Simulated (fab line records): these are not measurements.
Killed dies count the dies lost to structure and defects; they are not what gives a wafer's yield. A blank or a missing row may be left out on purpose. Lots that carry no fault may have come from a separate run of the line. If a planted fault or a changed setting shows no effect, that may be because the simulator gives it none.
Comparing a struck lot with a sound one -- flow gf180mcu -- 17 out of 602 route steps
Sound: the wafers L770.1, L770.2, L770.6. Struck: wafer L776.1. (L776.2, L776.3 of the same lot were not struck and are left out.) The cause comes at the end.
Each step with rows lists, per side, the tool, then ch with its chambers, then its first start. Under that, the readings that differ: sound wafers -- struck wafers -- difference of the means -- sigmas: that difference in standard deviations of wafers without a fault.
alike: same words and numbers on both sides, and readings whose means sit less than 2 such deviations apart. not compared: any withheld reading, any reading some wafer has no value for, any bound like >300 that may hide the same value, and any number with overlapping values for which the record gives no deviation.
The two part at a step that has a row with sigmas, a row that says differs or no value, or rows on one side only. Numbers that have no deviation but don't overlap get no sigmas and don't part them. A reading missing from all wafers of one side parts the sides only when that side holds two or more wafers.

GF_SAB_STRIP_13: strips in O2/N2.
  sound on plasma-asher-02 ch 0,1, day 16 19:26; struck on plasma-asher-03 ch 1, day 18 19:17
reading,sound,struck,difference,sigmas
heater-power-w (W),401 342 395,314,-65,-3
oes-product-au (a.u.),0.711 0.718 0.715,0.702,-0.013,-3
  alike: drypump-motor-current-A, o2-flow-sccm, strip-time-to-endpoint-s
  not compared: rf-hours-counter-h
then, 2 steps without rows for these wafers: GF_SALICIDE_CLEAN_00 (cleans in SC1/SC2, time 150 s); GF_SALICIDE_WET_ETCH_01 (etches SiO2 in dHF, target depth 5 nm, time 100 s).
GF_SALICIDE_SPUTTER_02: material Co, target thk 10 nm, time 20 s.
  sound on pvd-sputter-02, day 16 19:37; struck on pvd-sputter-03, day 18 19:29
  alike: throttle-valve-pct
GF_SALICIDE_SPUTTER_03: material TiN, target thk 20 nm, time 16.7 s.
  sound on pvd-sputter-02, day 16 19:38; struck on pvd-sputter-03, day 18 19:31
reading,sound,struck,difference,sigmas
throttle-valve-pct (%),30.9 29.9 30.7,27.8,-2.7,-2
GF_SALICIDE_RS_MEAS_04: measurement is done with a four-point probe.
  sound on film-metro-04, day 16 19:40; struck on film-metro-02, day 18 19:32
reading,sound,struck,difference,sigmas
SALICIDE_TIN_RS (ohm/sq),16.59 16.25 16.47,15.74,-0.70,-2
GF_SALICIDE_THK_MEAS_05: measures by xrf.
  sound on film-metro-04, day 16 19:47; struck on film-metro-02, day 18 19:39
  alike: SALICIDE_TIN_THK
GF_SALICIDE_RTA_06: time 30 s.
  sound on rtp-anneal-02 ch 0, day 16 19:51; struck on rtp-anneal-02 ch 0, day 18 19:43
  alike: lamp-power-pct, wafer_temp_C_max
then, 1 step without rows for these wafers: GF_SALICIDE_WET_ETCH_07 (etches the open film in SPM, target depth 120 nm).
GF_SALICIDE_RTA_08: time 30 s.
  sound on rtp-anneal-01 ch 0, day 16 20:02; struck on rtp-anneal-01 ch 0, day 18 19:54
  alike: lamp-power-pct, wafer_temp_C_max
then, 1 step without rows for these wafers: GF_CONTACT_CVD_00 (deposits SiO2, target thk 300 nm, time 50 s).
GF_CONTACT_THK_MEAS_01:
  sound on film-metro-03, day 16 20:11; struck on film-metro-04, day 18 20:03
  alike: CONTACT_CVD_00_THK
GF_CONTACT_CVD_02: deposits SiO2 from TEOS, target thk 860 nm, time 95.992 s.
  sound on pecvd-01 ch 0,1, day 16 20:14; struck on pecvd-02 ch 2, day 18 20:07
reading,sound,struck,difference,sigmas
model.SiO2_of_CONTACT_CVD_02.thk-nm (nm),848.6 855 869.4,1322,+464,
  alike: heater-power-w
GF_CONTACT_THK_MEAS_03:
  sound on film-metro-03, day 16 20:19; struck on film-metro-03, day 18 20:11
reading,sound,struck,difference,sigmas
CONTACT_CVD_02_THK (nm),849 855 870,1321,+463,+39
GF_CONTACT_CMP_04: polishes SiO2.
  sound on cmp-01 ch 2,3, day 16 20:25; struck on cmp-02 ch 3, day 18 20:14
reading,sound,struck,difference,sigmas
time-to-endpoint-s (s),101 107 113,274,+167,+29
  alike: edge-zone-pressure-frac, motor-current-A, platen-rpm
GF_CONTACT_BOW_MEAS_05:
  sound on film-metro-01, day 16 20:40; struck on film-metro-03, day 18 20:32
  alike: CONTACT_BOW
GF_PASSIVATION_PROBE_99:
  sound wafers here have rows in the record (prober-02, day 30 14:34); struck ones have none

== WHERE THEY PART ==
At GF_SAB_STRIP_13 first; at GF_PASSIVATION_PROBE_99 last (within this record only).

WHY: what the simulator had put in
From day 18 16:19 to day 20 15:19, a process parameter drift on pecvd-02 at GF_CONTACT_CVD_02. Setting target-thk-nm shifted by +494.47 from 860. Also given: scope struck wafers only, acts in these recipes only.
